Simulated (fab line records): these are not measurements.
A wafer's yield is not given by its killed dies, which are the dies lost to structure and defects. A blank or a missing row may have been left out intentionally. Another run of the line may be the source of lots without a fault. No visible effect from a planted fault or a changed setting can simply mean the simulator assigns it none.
fab line records    flow sky130
record lots=24  wafers=72  last-day=50
route steps=708 shown LI_CONTACT@363 CONTACT@420 METAL1@437
lots with no fault: from the same line, run without faults
start-h: the number of hours between the record's first day and the start of the first shown wafer of the lot    wait-h: hours elapsed since this lot's preceding step    " repeats the value in the row above    L1.1+2: a row that stands for several wafers    - no value, or no start given    * or withheld: withheld    < > ~ a bound
route shown NAME@n: NAME is a module with steps in the file, n the number in the route of the first one    usual: mean/standard deviation of fault-free wafers    same: alike in all rows    chamber/n: place in a boat    sites: the reading at each site    _std_site: the values' standard deviation    _edge_site: inner sites' mean taken away from outer sites' mean    radius-mm: how far each site lies from the wafer's centre    mask NAME#n: copy n    behind: tool/chamber where the wafer was last shaped    hold: cause of the lot's hold/its duration in hours/its outcome    device: whichever transistor did not switch (one of n, p or np)    end of line: at the end of the route, the tests of the same wafers    a step without rows: its recipe alone    killed: at the first sort, the dies lost to defects and structure; wafer yield is something else    map: a wafer's dies, x killed, . not, _ none there
set.NAME: the run value of the setting; set.NAME@STEP: its run value at that earlier step    model.NAME: the simulator's own value behind a step, which no gauge read
the route's steps for a sample of lots (tables are steps, rows are wafers)
services: when a tool's chamber went out of use (start-h, in hours from the record's first day, below 0 if earlier), for how many hours, and the reason
## steps
# step SKY_LI_CONTACT_THK_MEAS_01
# recipe reads=PSG_of_LI_CONTACT_HDPCVD_00
# usual LI_CONTACT_HDPCVD_THK=901/8.7
lot.wafer  tool           chamber  start-h  wait-h  LI_CONTACT_HDPCVD_THK[nm]
L074.2     film-metro-03  -        649.95   0.1     906
L074.3     "              -        "        "       904
L074.6     "              -        "        "       903
L075.1     film-metro-01  -        660.85   0.1     905
L075.2     "              -        "        "       917
L075.5     "              -        "        "       922
L076.1     film-metro-03  -        679.87   0.1     916
L076.2     "              -        "        "       920
L076.6     "              -        "        "       901
L077.1     film-metro-01  -        684.55   0.1     909
L077.4     "              -        "        "       900
L077.5     "              -        "        "       900
L078.2     film-metro-03  -        688.60   0.1     903
L078.5     "              -        "        "       897
L078.6     "              -        "        "       906
L079.3     film-metro-04  -        696.32   0.1     907
L079.4     "              -        "        "       901
L079.6     "              -        "        "       898
L080.1     film-metro-04  -        705.65   0.1     904
L080.5     "              -        "        "       903
L080.6     "              -        "        "       893
L081.1     film-metro-04  -        709.30   0.1     902
L081.4     "              -        "        "       900
L081.6     "              -        "        "       904
L083.1     film-metro-01  -        730.34   0.1     902
L083.2     "              -        "        "       896
L083.6     "              -        "        "       892
L082.2     film-metro-01  -        731.45   0.1     904
L082.3     "              -        "        "       911
L082.5     "              -        "        "       893
L084.3     film-metro-03  -        739.36   0.1     901
L084.5     "              -        "        "       901
L084.6     "              -        "        "       908
L085.2     film-metro-01  -        747.86   0.1     908
L085.4     "              -        "        "       899
L085.5     "              -        "        "       913
L086.3     film-metro-01  -        766.30   0.1     901
L086.4     "              -        "        "       896
L086.6     "              -        "        "       893
L087.2     film-metro-03  -        768.21   0.1     895
L087.3     "              -        "        "       904
L087.6     "              -        "        "       894
L088.1     film-metro-04  -        769.93   0.1     910
L088.2     "              -        "        "       918
L088.5     "              -        "        "       901
L089.1     film-metro-03  -        772.20   0.1     904
L089.4     "              -        "        "       902
L089.6     "              -        "        "       911
L090.4     film-metro-03  -        785.72   0.0     903
L090.5     "              -        "        "       903
L090.6     "              -        "        "       906
L091.2     film-metro-01  -        786.60   0.1     913
L091.5     "              -        "        "       903
L091.6     "              -        "        "       903
L092.3     film-metro-01  -        790.90   0.1     891
L092.4     "              -        "        "       897
L092.5     "              -        "        "       899
L093.2     film-metro-04  -        806.40   0.1     881
L093.4     "              -        "        "       885
L093.6     "              -        "        "       890
L094.2     film-metro-04  -        813.36   0.1     900
L094.5     "              -        "        "       902
L094.6     "              -        "        "       896
L095.1     film-metro-03  -        825.34   0.1     894
L095.4     "              -        "        "       904
L095.5     "              -        "        "       894
L096.3     film-metro-03  -        830.86   0.1     881
L096.4     "              -        "        "       894
L096.6     "              -        "        "       899
L097.1     film-metro-01  -        834.53   0.1     883
L097.4     "              -        "        "       886
L097.5     "              -        "        "       884
# step SKY_CONTACT_CD_MEAS_14
# recipe target-cd-nm=170
# usual cd-nm=170.2/1.4
lot.wafer  tool       chamber  start-h  wait-h  cd-nm
L074.2     cd-sem-01  -        738.29   -       171.4
L074.3     "          -        "        "       171.8
L074.6     "          -        "        "       172.1
L075.1     cd-sem-01  -        749.09   -       171.7
L075.2     "          -        "        "       171.7
L075.5     "          -        "        "       170.3
L076.1     cd-sem-02  -        765.67   -       170.9
L076.2     "          -        "        "       170.7
L076.6     "          -        "        "       171.2
L077.1     cd-sem-02  -        772.07   -       170.6
L077.4     "          -        "        "       171.0
L077.5     "          -        "        "       167.9
L078.2     cd-sem-01  -        774.81   -       169.8
L078.5     "          -        "        "       168.4
L078.6     "          -        "        "       169.0
L079.3     cd-sem-02  -        781.82   -       173.0
L079.4     "          -        "        "       172.5
L079.6     "          -        "        "       170.1
L080.1     cd-sem-02  -        791.59   -       169.4
L080.5     "          -        "        "       169.8
L080.6     "          -        "        "       169.9
L081.1     cd-sem-02  -        794.59   -       170.0
L081.4     "          -        "        "       171.7
L081.6     "          -        "        "       170.5
L083.1     cd-sem-01  -        815.43   -       167.9
L083.2     "          -        "        "       167.6
L083.6     "          -        "        "       168.7
L082.2     cd-sem-01  -        816.34   -       170.5
L082.3     "          -        "        "       170.9
L082.5     "          -        "        "       171.7
L084.3     cd-sem-02  -        823.87   -       170.3
L084.5     "          -        "        "       169.5
L084.6     "          -        "        "       170.2
L085.2     cd-sem-01  -        831.29   -       170.2
L085.4     "          -        "        "       171.2
L085.5     "          -        "        "       170.1
L086.3     cd-sem-01  -        850.52   -       169.9
L086.4     "          -        "        "       169.7
L086.6     "          -        "        "       170.9
L087.2     cd-sem-02  -        851.96   -       170.2
L087.3     "          -        "        "       168.6
L087.6     "          -        "        "       171.0
L088.1     cd-sem-01  -        853.44   -       170.8
L088.2     "          -        "        "       172.3
L088.5     "          -        "        "       169.2
L089.1     cd-sem-01  -        856.02   -       171.2
L089.4     "          -        "        "       170.7
L089.6     "          -        "        "       171.8
L090.4     cd-sem-01  -        869.19   -       168.0
L090.5     "          -        "        "       167.5
L090.6     "          -        "        "       169.0
L091.2     cd-sem-02  -        870.65   -       169.0
L091.5     "          -        "        "       169.0
L091.6     "          -        "        "       168.4
L092.3     cd-sem-02  -        873.91   -       169.8
L092.4     "          -        "        "       171.2
L092.5     "          -        "        "       171.7
L093.2     cd-sem-02  -        888.16   -       170.8
L093.4     "          -        "        "       170.8
L093.6     "          -        "        "       169.8
L094.2     cd-sem-01  -        895.40   -       171.1
L094.5     "          -        "        "       170.6
L094.6     "          -        "        "       170.6
L095.1     cd-sem-01  -        907.93   -       173.5
L095.4     "          -        "        "       172.7
L095.5     "          -        "        "       172.7
L096.3     cd-sem-02  -        912.91   -       170.3
L096.4     "          -        "        "       168.9
L096.6     "          -        "        "       169.6
L097.1     cd-sem-01  -        915.62   -       171.3
L097.4     "          -        "        "       169.6
L097.5     "          -        "        "       170.1
# step SKY_CONTACT_STRIP_19
# recipe chemistry=O2/N2  power-w=1400  pressure-mtorr=1500  platen-temp-c=withheld  o2-flow-sccm=3000  n2-flow-sccm=300  overash-fraction=0.5
# usual drypump-motor-current-A=5.60/0.27  o2-flow-sccm=3000/9.2  oes-product-au=0.379/0.0045  strip-time-to-endpoint-s=3.585/0.023
lot.wafer  tool             chamber  start-h  wait-h  drypump-motor-current-A  o2-flow-sccm  oes-product-au  rf-hours-counter-h  strip-time-to-endpoint-s
L074.2     plasma-asher-04  1        738.56   -       5.90                     2997          0.381           91                  3.584
L074.3     "                0        "        "       5.34                     2993          0.381           -                   3.603
L074.6     "                1        "        "       5.91                     2999          0.375           -                   3.594
L075.1     plasma-asher-04  0        749.38   -       5.34                     3004          0.385           92                  3.553
L075.2     "                1        "        "       5.87                     3002          0.379           92                  3.568
L075.5     "                0        "        "       5.33                     2993          0.372           -                   3.549
L076.1     plasma-asher-04  1        765.96   -       5.89                     3012          0.382           94                  3.585
L076.2     "                0        "        "       5.35                     2997          0.387           94                  3.584
L076.6     "                1        "        "       5.88                     3013          0.379           -                   3.553
L077.1     plasma-asher-01  1        772.36   -       5.74                     2995          0.378           65                  3.564
L077.4     "                1        "        "       5.73                     2991          0.392           -                   3.604
L077.5     "                1        "        "       5.75                     3003          0.379           -                   3.583
L078.2     plasma-asher-04  1        775.08   -       5.90                     2996          0.377           94                  3.510
L078.5     "                0        "        "       5.37                     2995          0.379           -                   3.487
L078.6     "                1        "        "       5.91                     2995          0.374           -                   3.542
L079.3     plasma-asher-01  0        782.10   -       5.49                     3006          0.384           -                   3.575
L079.4     "                1        "        "       5.75                     3010          0.378           -                   3.593
L079.6     "                0        "        "       5.47                     3000          0.378           -                   3.585
L080.1     plasma-asher-01  1        791.88   -       5.76                     2998          0.378           67                  3.570
L080.5     "                0        "        "       5.47                     2989          0.383           -                   3.636
L080.6     "                1        "        "       5.77                     3003          0.383           -                   3.586
L081.1     plasma-asher-01  1        794.88   -       5.75                     3012          0.376           67                  3.576
L081.4     "                1        "        "       5.76                     2987          0.380           -                   3.607
L081.6     "                0        "        "       5.46                     3008          0.378           -                   3.607
L083.1     plasma-asher-01  1        815.72   -       5.76                     3001          0.388           69                  3.576
L083.2     "                0        "        "       5.45                     3011          0.381           69                  3.552
L083.6     "                0        "        "       5.45                     3012          0.369           -                   3.584
L082.2     plasma-asher-02  1        816.61   -       5.96                     2987          0.375           7                   3.591
L082.3     "                0        "        "       5.20                     3000          0.388           -                   3.617
L082.5     "                1        "        "       5.93                     2993          0.381           -                   3.594
L084.3     plasma-asher-01  0        824.15   -       5.45                     2997          0.379           -                   3.579
L084.5     "                1        "        "       5.75                     3004          0.380           -                   3.577
L084.6     "                0        "        "       5.46                     2999          0.383           -                   3.567
L085.2     plasma-asher-04  1        831.56   -       5.90                     2996          0.379           100                 3.580
L085.4     "                0        "        "       5.34                     2987          0.378           -                   3.580
L085.5     "                0        "        "       5.32                     2994          0.381           -                   3.583
L086.3     plasma-asher-04  0        850.80   -       5.34                     3007          0.380           -                   3.605
L086.4     "                1        "        "       5.87                     2995          0.375           -                   3.602
L086.6     "                1        "        "       5.89                     2991          0.376           -                   3.610
L087.2     plasma-asher-02  1        852.23   -       5.93                     3012          0.383           11                  3.621
L087.3     "                0        "        "       5.17                     3011          0.385           -                   3.601
L087.6     "                1        "        "       5.91                     3003          0.381           -                   3.595
L088.1     plasma-asher-02  0        853.73   -       5.19                     3014          0.384           11                  3.615
L088.2     "                1        "        "       5.89                     2996          0.379           11                  3.595
L088.5     "                0        "        "       5.19                     3009          0.375           -                   3.600
L089.1     plasma-asher-02  0        856.31   -       5.20                     2994          0.376           11                  3.576
L089.4     "                1        "        "       5.90                     2985          0.381           -                   3.575
L089.6     "                1        "        "       5.89                     2984          0.371           -                   3.545
L090.4     plasma-asher-04  0        869.45   -       5.33                     3001          0.383           -                   3.589
L090.5     "                0        "        "       5.33                     3001          0.383           -                   3.586
L090.6     "                1        "        "       5.92                     2993          0.378           -                   3.589
L091.2     plasma-asher-04  1        870.92   -       5.88                     3001          0.381           104                 3.618
L091.5     "                0        "        "       5.36                     2996          0.376           -                   3.577
L091.6     "                1        "        "       5.89                     3003          0.386           -                   3.593
L092.3     plasma-asher-02  0        874.19   -       5.19                     3018          0.386           -                   3.640
L092.4     "                1        "        "       5.87                     2998          0.382           -                   3.622
L092.5     "                0        "        "       5.19                     3024          0.379           -                   3.582
L093.2     plasma-asher-01  1        888.43   -       5.76                     2986          0.373           76                  3.584
L093.4     "                1        "        "       5.75                     2983          0.386           -                   3.614
L093.6     "                1        "        "       5.77                     2993          0.377           -                   3.608
L094.2     plasma-asher-04  1        895.67   -       5.89                     3000          0.383           107                 3.587
L094.5     "                0        "        "       5.34                     3008          0.377           -                   3.577
L094.6     "                1        "        "       5.88                     3006          0.387           -                   3.596
L095.1     plasma-asher-04  0        908.22   -       5.35                     3000          0.383           108                 3.575
L095.4     "                1        "        "       5.89                     3006          0.383           -                   3.576
L095.5     "                0        "        "       5.35                     2996          0.378           -                   3.588
L096.3     plasma-asher-02  1        913.19   -       5.94                     2992          0.383           -                   3.568
L096.4     "                0        "        "       5.20                     3002          0.371           -                   3.618
L096.6     "                0        "        "       5.19                     2995          0.379           -                   3.597
L097.1     plasma-asher-04  0        915.91   -       5.34                     3007          0.379           109                 3.583
L097.4     "                1        "        "       5.88                     3003          0.384           -                   3.565
L097.5     "                1        "        "       5.89                     3003          0.373           -                   3.599
# step SKY_CONTACT_RS_MEAS_25
# recipe thk-meas-gauge=four-point-probe  reads=W_of_CONTACT_CVD_24+TiN_of_CONTACT_SPUTTER_23
# usual CONTACT_W_RS=0.337/0.0046
lot.wafer  tool           chamber  start-h  wait-h  CONTACT_W_RS[ohm/sq]
L074.2     film-metro-02  -        739.39   0.1     0.333
L074.3     "              -        "        "       0.338
L074.6     "              -        "        "       0.336
L075.1     film-metro-02  -        750.18   0.1     0.340
L075.2     "              -        "        "       0.344
L075.5     "              -        "        "       0.342
L076.1     film-metro-02  -        766.72   0.1     0.342
L076.2     "              -        "        "       0.341
L076.6     "              -        "        "       0.337
L077.1     film-metro-01  -        773.12   0.1     0.345
L077.4     "              -        "        "       0.349
L077.5     "              -        "        "       0.341
L078.2     film-metro-04  -        775.87   0.1     0.340
L078.5     "              -        "        "       0.345
L078.6     "              -        "        "       0.346
L079.3     film-metro-01  -        782.93   0.1     0.336
L079.4     "              -        "        "       0.333
L079.6     "              -        "        "       0.332
L080.1     film-metro-04  -        792.65   0.1     0.338
L080.5     "              -        "        "       0.333
L080.6     "              -        "        "       0.341
L081.1     film-metro-04  -        795.64   0.1     0.333
L081.4     "              -        "        "       0.336
L081.6     "              -        "        "       0.337
L083.1     film-metro-01  -        816.48   0.1     0.330
L083.2     "              -        "        "       0.329
L083.6     "              -        "        "       0.331
L082.2     film-metro-04  -        817.40   0.1     0.341
L082.3     "              -        "        "       0.341
L082.5     "              -        "        "       0.342
L084.3     film-metro-02  -        824.98   0.1     0.337
L084.5     "              -        "        "       0.333
L084.6     "              -        "        "       0.332
L085.2     film-metro-02  -        832.38   0.1     0.327
L085.4     "              -        "        "       0.330
L085.5     "              -        "        "       0.328
L086.3     film-metro-04  -        851.57   0.1     0.340
L086.4     "              -        "        "       0.336
L086.6     "              -        "        "       0.335
L087.2     film-metro-04  -        853.01   0.1     0.337
L087.3     "              -        "        "       0.336
L087.6     "              -        "        "       0.336
L088.1     film-metro-02  -        854.49   0.1     0.342
L088.2     "              -        "        "       0.343
L088.5     "              -        "        "       0.343
L089.1     film-metro-04  -        857.07   0.1     0.333
L089.4     "              -        "        "       0.338
L089.6     "              -        "        "       0.337
L090.4     film-metro-01  -        870.24   0.1     0.346
L090.5     "              -        "        "       0.351
L090.6     "              -        "        "       0.341
L091.2     film-metro-02  -        871.70   0.1     0.334
L091.5     "              -        "        "       0.337
L091.6     "              -        "        "       0.334
L092.3     film-metro-04  -        874.96   0.1     0.339
L092.4     "              -        "        "       0.336
L092.5     "              -        "        "       0.332
L093.2     film-metro-04  -        889.24   0.1     0.344
L093.4     "              -        "        "       0.343
L093.6     "              -        "        "       0.345
L094.2     film-metro-02  -        896.45   0.1     0.343
L094.5     "              -        "        "       0.339
L094.6     "              -        "        "       0.339
L095.1     film-metro-01  -        908.98   0.1     0.337
L095.4     "              -        "        "       0.339
L095.5     "              -        "        "       0.335
L096.3     film-metro-01  -        914.47   0.1     0.331
L096.4     "              -        "        "       0.331
L096.6     "              -        "        "       0.332
L097.1     film-metro-01  -        916.67   0.1     0.332
L097.4     "              -        "        "       0.331
L097.5     "              -        "        "       0.332
# step SKY_METAL1_SPUTTER_03
# recipe material=Ti  target-thk-nm=5  power-w=3000  time-s=3.3  chamber-pressure-pa=0.4
# usual throttle-valve-pct=30.2/0.91
lot.wafer  tool            chamber  start-h  wait-h  throttle-valve-pct
L074.2     pvd-sputter-01  -        739.92   0.0     30.1
L074.3     "               -        "        "       31.3
L074.6     "               -        "        "       30.2
L075.1     pvd-sputter-04  -        750.74   0.0     31.2
L075.2     "               -        "        "       27.9
L075.5     "               -        "        "       28.2
L076.1     pvd-sputter-02  -        767.27   0.0     31.1
L076.2     "               -        "        "       29.4
L076.6     "               -        "        "       30.6
L077.1     pvd-sputter-04  -        773.67   0.0     28.3
L077.4     "               -        "        "       31.4
L077.5     "               -        "        "       30.8
L078.2     pvd-sputter-01  -        776.40   0.0     29.3
L078.5     "               -        "        "       29.5
L078.6     "               -        "        "       29.5
L079.3     pvd-sputter-01  -        783.45   0.0     31.4
L079.4     "               -        "        "       29.3
L079.6     "               -        "        "       30.0
L080.1     pvd-sputter-04  -        793.20   0.0     28.6
L080.5     "               -        "        "       28.5
L080.6     "               -        "        "       31.2
L081.1     pvd-sputter-02  -        796.19   0.0     31.3
L081.4     "               -        "        "       30.9
L081.6     "               -        "        "       30.6
L083.1     pvd-sputter-01  -        817.03   0.0     30.1
L083.2     "               -        "        "       29.4
L083.6     "               -        "        "       31.3
L082.2     pvd-sputter-02  -        817.93   0.0     30.6
L082.3     "               -        "        "       31.1
L082.5     "               -        "        "       31.3
L084.3     pvd-sputter-04  -        825.50   0.0     28.3
L084.5     "               -        "        "       31.2
L084.6     "               -        "        "       28.2
L085.2     pvd-sputter-01  -        832.91   0.0     29.4
L085.4     "               -        "        "       29.5
L085.5     "               -        "        "       29.4
L086.3     pvd-sputter-02  -        852.08   0.0     30.7
L086.4     "               -        "        "       31.0
L086.6     "               -        "        "       31.3
L087.2     pvd-sputter-01  -        853.61   0.0     31.2
L087.3     "               -        "        "       29.5
L087.6     "               -        "        "       30.0
L088.1     pvd-sputter-04  -        855.05   0.0     28.3
L088.2     "               -        "        "       31.2
L088.5     "               -        "        "       31.2
L089.1     pvd-sputter-02  -        857.62   0.0     29.9
L089.4     "               -        "        "       29.8
L089.6     "               -        "        "       30.0
L090.4     pvd-sputter-02  -        870.89   0.0     30.1
L090.5     "               -        "        "       31.1
L090.6     "               -        "        "       29.3
L091.2     pvd-sputter-01  -        872.23   0.0     29.4
L091.5     "               -        "        "       30.0
L091.6     "               -        "        "       29.6
L092.3     pvd-sputter-02  -        875.47   0.0     31.2
L092.4     "               -        "        "       29.7
L092.5     "               -        "        "       30.9
L093.2     pvd-sputter-01  -        889.78   0.0     29.5
L093.4     "               -        "        "       29.2
L093.6     "               -        "        "       29.2
L094.2     pvd-sputter-04  -        896.98   0.0     31.5
L094.5     "               -        "        "       31.3
L094.6     "               -        "        "       30.8
L095.1     pvd-sputter-04  -        909.54   0.0     31.1
L095.4     "               -        "        "       28.2
L095.5     "               -        "        "       31.3
L096.3     pvd-sputter-01  -        915.07   0.0     29.6
L096.4     "               -        "        "       29.8
L096.6     "               -        "        "       29.6
L097.1     pvd-sputter-02  -        917.22   0.0     31.2
L097.4     "               -        "        "       30.6
L097.5     "               -        "        "       31.1
# step SKY_METAL1_RS_MEAS_05
# recipe thk-meas-gauge=four-point-probe  reads=TiN_of_METAL1_SPUTTER_04+Ti_of_METAL1_SPUTTER_03+AlCu_of_METAL1_SPUTTER_02+TiN_of_METAL1_SPUTTER_01+Ti_of_METAL1_SPUTTER_00
# usual METAL1_ALCU_RS=0.1268/0.0012
lot.wafer  tool           chamber  start-h  wait-h  METAL1_ALCU_RS[ohm/sq]
L074.2     film-metro-02  -        740.01   0.0     0.1247
L074.3     "              -        "        "       0.1255
L074.6     "              -        "        "       0.1237
L075.1     film-metro-01  -        750.80   0.0     0.1280
L075.2     "              -        "        "       0.1283
L075.5     "              -        "        "       0.1274
L076.1     film-metro-03  -        767.34   0.0     0.1270
L076.2     "              -        "        "       0.1259
L076.6     "              -        "        "       0.1272
L077.1     film-metro-01  -        773.74   0.0     0.1282
L077.4     "              -        "        "       0.1280
L077.5     "              -        "        "       0.1276
L078.2     film-metro-02  -        776.49   0.0     0.1273
L078.5     "              -        "        "       0.1257
L078.6     "              -        "        "       0.1293
L079.3     film-metro-01  -        783.55   0.1     0.1247
L079.4     "              -        "        "       0.1252
L079.6     "              -        "        "       0.1243
L080.1     film-metro-01  -        793.27   0.0     0.1270
L080.5     "              -        "        "       0.1268
L080.6     "              -        "        "       0.1264
L081.1     film-metro-03  -        796.26   0.0     0.1265
L081.4     "              -        "        "       0.1268
L081.6     "              -        "        "       0.1261
L083.1     film-metro-02  -        817.10   0.0     0.1246
L083.2     "              -        "        "       0.1255
L083.6     "              -        "        "       0.1260
L082.2     film-metro-03  -        818.02   0.0     0.1268
L082.3     "              -        "        "       0.1278
L082.5     "              -        "        "       0.1276
L084.3     film-metro-03  -        825.60   0.1     0.1273
L084.5     "              -        "        "       0.1268
L084.6     "              -        "        "       0.1254
L085.2     film-metro-02  -        833.00   0.0     0.1286
L085.4     "              -        "        "       0.1296
L085.5     "              -        "        "       0.1271
L086.3     film-metro-02  -        852.19   0.1     0.1288
L086.4     "              -        "        "       0.1279
L086.6     "              -        "        "       0.1286
L087.2     film-metro-02  -        853.69   0.0     0.1265
L087.3     "              -        "        "       0.1269
L087.6     "              -        "        "       0.1264
L088.1     film-metro-03  -        855.11   0.0     0.1263
L088.2     "              -        "        "       0.1266
L088.5     "              -        "        "       0.1265
L089.1     film-metro-01  -        857.69   0.0     0.1276
L089.4     "              -        "        "       0.1273
L089.6     "              -        "        "       0.1275
L090.4     film-metro-03  -        871.01   0.1     0.1269
L090.5     "              -        "        "       0.1270
L090.6     "              -        "        "       0.1269
L091.2     film-metro-02  -        872.32   0.0     0.1271
L091.5     "              -        "        "       0.1262
L091.6     "              -        "        "       0.1263
L092.3     film-metro-03  -        875.58   0.1     0.1282
L092.4     "              -        "        "       0.1284
L092.5     "              -        "        "       0.1283
L093.2     film-metro-03  -        889.86   0.0     0.1270
L093.4     "              -        "        "       0.1267
L093.6     "              -        "        "       0.1271
L094.2     film-metro-03  -        897.07   0.0     0.1271
L094.5     "              -        "        "       0.1279
L094.6     "              -        "        "       0.1275
L095.1     film-metro-02  -        909.60   0.0     0.1251
L095.4     "              -        "        "       0.1248
L095.5     "              -        "        "       0.1260
L096.3     film-metro-03  -        915.18   0.1     0.1280
L096.4     "              -        "        "       0.1270
L096.6     "              -        "        "       0.1278
L097.1     film-metro-02  -        917.29   0.0     0.1269
L097.4     "              -        "        "       0.1264
L097.5     "              -        "        "       0.1281
## services
tool             chamber  start-h  hours  kind
plasma-asher-02  -        733.75   9.0    pm
plasma-asher-02  0        733.75   9.0    vent-cycle
plasma-asher-02  1        733.75   9.0    vent-cycle
pvd-sputter-01   -        745.35   6.2    repair
pvd-sputter-02   -        768.48   8.8    repair
plasma-asher-02  -        775.72   0.8    repair
pvd-sputter-01   1        795.40   -      consumable-replace:kit
pvd-sputter-01   1        795.40   18.0   scheduled-down
pvd-sputter-01   1        795.40   18.0   vent-cycle
pvd-sputter-04   -        798.90   3.5    repair
plasma-asher-01  -        801.73   1.7    repair
pvd-sputter-04   -        803.31   2.1    repair
plasma-asher-02  -        823.45   1.0    repair
plasma-asher-01  -        851.04   1.6    repair
pvd-sputter-02   1        853.40   -      consumable-replace:kit
pvd-sputter-02   1        853.40   18.0   scheduled-down
pvd-sputter-02   1        853.40   18.0   vent-cycle
plasma-asher-02  -        858.89   6.4    repair
pvd-sputter-04   0        866.19   -      consumable-replace:kit
pvd-sputter-04   0        866.19   18.0   scheduled-down
pvd-sputter-04   0        866.19   18.0   vent-cycle
plasma-asher-04  -        866.52   2.8    pm
pvd-sputter-04   -        873.00   7.7    repair
plasma-asher-01  -        905.07   11.0   repair
## key
fault none
